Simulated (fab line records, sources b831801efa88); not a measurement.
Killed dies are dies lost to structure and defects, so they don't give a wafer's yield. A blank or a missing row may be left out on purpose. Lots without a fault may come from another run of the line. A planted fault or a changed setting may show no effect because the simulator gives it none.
One fault seen from 2 desks | flow sfq_line | each desk has only its own numbers; what lay behind them comes last

THE TOOL OWNER'S DESK: rie_diel-04
The tool's own readings at SFQ_TRILAYER_I6_VIA_BARC_OPEN_VIA_ETCH_235 (etches BARC in O2, target depth 125 nm, time 41.7 s): means of the sampled wafers that have a number, for each lot that ran on this tool. A lot is out of limits, marked OUT, if its mean lies more than 4 standard deviations from the usual mean; the brackets give that distance.
Columns: A = drypump_motor_current_A at SFQ_TRILAYER_I6_VIA_BARC_OPEN_VIA_ETCH_235, usual 5.87 A; B = oes_product_au at SFQ_TRILAYER_I6_VIA_BARC_OPEN_VIA_ETCH_235, usual 0.686 a.u.; C = run_length_s at SFQ_TRILAYER_I6_VIA_BARC_OPEN_VIA_ETCH_235, usual 69.9 s
lot  | first seen here | A    | B                | C
L946 | day 64 01:58    | 5.84 | 0.685            | 69.5
L949 | day 65 15:10    | 5.79 | 0.685            | 69.6
L956 | day 67 11:07    | 5.79 | 0.640 (-10) OUT  | 78.4 (+15) OUT
L957 | day 67 17:07    | 5.76 | 0.633 (-11) OUT  | 79.0 (+16) OUT
L958 | day 67 21:56    | 5.80 | 0.658 (-6.0) OUT | 75.8 (+10) OUT
This desk's finding: out of limits on L956, L957, L958; first on L956, day 67 11:07 (oes_product_au at SFQ_TRILAYER_I6_VIA_BARC_OPEN_VIA_ETCH_235). In limits: L946, L949.

THE METROLOGY DESK
What the gauges read, lot by lot, whatever tool the lot ran on: means of the sampled wafers that have a number. A lot is out of limits, marked OUT, if its mean lies more than 4 standard deviations from the usual mean; the brackets give that distance.
Columns: A = I6_BOW at SFQ_I6_BOW_MEAS_941, usual 4 um; B = I6_OVL at SFQ_I6_OVL_MEAS_942, usual -3 nm
lot  | first seen here | A  | B
L946 | day 59 14:55    | -7 | -9
L949 | day 61 05:39    | 29 | 1
L956 | day 63 02:16    | 5  | -2
L957 | day 63 06:29    | 4  | -10
L958 | day 63 11:50    | -2 | -7
L963 | day 65 11:58    | 18 | -6
L964 | day 65 19:17    | 11 | 7
This desk's finding: nothing out of limits on any of the 7 lots.

PUT TOGETHER
The tool owner's desk could have raised an alarm at day 67 11:07, on L956, L957, L958.
The metrology desk saw nothing out of limits.
The metrology desk has L956, L957, L958 on record, within its limits.
Of the lots named, all ran SFQ_TRILAYER_I6_VIA_BARC_OPEN_VIA_ETCH_235 on rie_diel-04.

WHAT THE SIMULATOR HAD PUT IN
Process parameter drift: rie_diel-04, from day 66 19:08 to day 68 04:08, at SFQ_TRILAYER_I6_VIA_BARC_OPEN_VIA_ETCH_235. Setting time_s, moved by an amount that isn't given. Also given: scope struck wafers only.
Lots struck among those shown: L956, L957, L958.
Hours from the fault's start to each desk's first reading out of limits: the tool owner's desk, 16.
